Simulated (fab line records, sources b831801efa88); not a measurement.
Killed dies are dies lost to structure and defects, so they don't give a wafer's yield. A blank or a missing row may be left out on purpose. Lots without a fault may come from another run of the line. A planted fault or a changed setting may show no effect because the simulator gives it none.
Chamber matching | flow gf180mcu | GF_PASSIVATION_ETCH_11 on rie_diel-03: 4 sister chambers
The step etches the open film in CF4/O2, stops on TiN, target depth 2040 nm, time 453.3 s. 8 wafers are shown with their chamber, then 7 later ones without.

WAFERS WITH THEIR CHAMBER
wafer  | chamber | drypump_motor_current_A (A) | oes_product_au (a.u.)
L549.6 | 1       | 5.4                         | 0.995
L560.1 | 0       | 5.3                         | 0.994
L560.4 | 3       | 6.0                         | 0.997
L561.1 | 3       | 6.0                         | 0.982
L561.3 | 1       | 5.4                         | 1.001
L561.4 | 2       | 4.6                         | 0.986
L567.1 | 2       | 4.7                         | 0.990
L567.2 | 0       | 5.3                         | 0.987

WAFERS WITHOUT THEIR CHAMBER
wafer  | drypump_motor_current_A (A) | oes_product_au (a.u.)
L567.4 | 5.4                         | 0.990
L569.2 | 6.1                         | 0.982
L569.3 | 4.7                         | 0.984
L569.6 | 6.0                         | 0.991
L570.1 | 5.3                         | 0.986
L570.2 | 6.1                         | 0.996
L570.3 | 4.7                         | 0.989

WHICH CHAMBER EACH WENT THROUGH
wafer  | from the rows above     | in truth
L567.4 | can't be placed: 1 or 0 | 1
L569.2 | 3                       | 3
L569.3 | 2                       | 2
L569.6 | 3                       | 3
L570.1 | 0                       | 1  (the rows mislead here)
L570.2 | 3                       | 3
L570.3 | 2                       | 2
Placed correctly: 5 of 7. Can't be placed from these rows: 1 (the true chamber is among the candidates in 1). Placed wrongly: 1.
How it was worked out, from the rows above alone: a wafer's distance from a chamber is the root of the sum, over the readings, of the square of ((its reading less the chamber's mean) divided by the reading's scatter). The wafer belongs to the nearest chamber; if the next one is less than 2 further off, it can't be placed. A chamber's mean is the mean of its shown wafers. The scatter: the root of (the sum of the squares of (reading less its chamber's mean) over the shown wafers, divided by (wafers less chambers)).
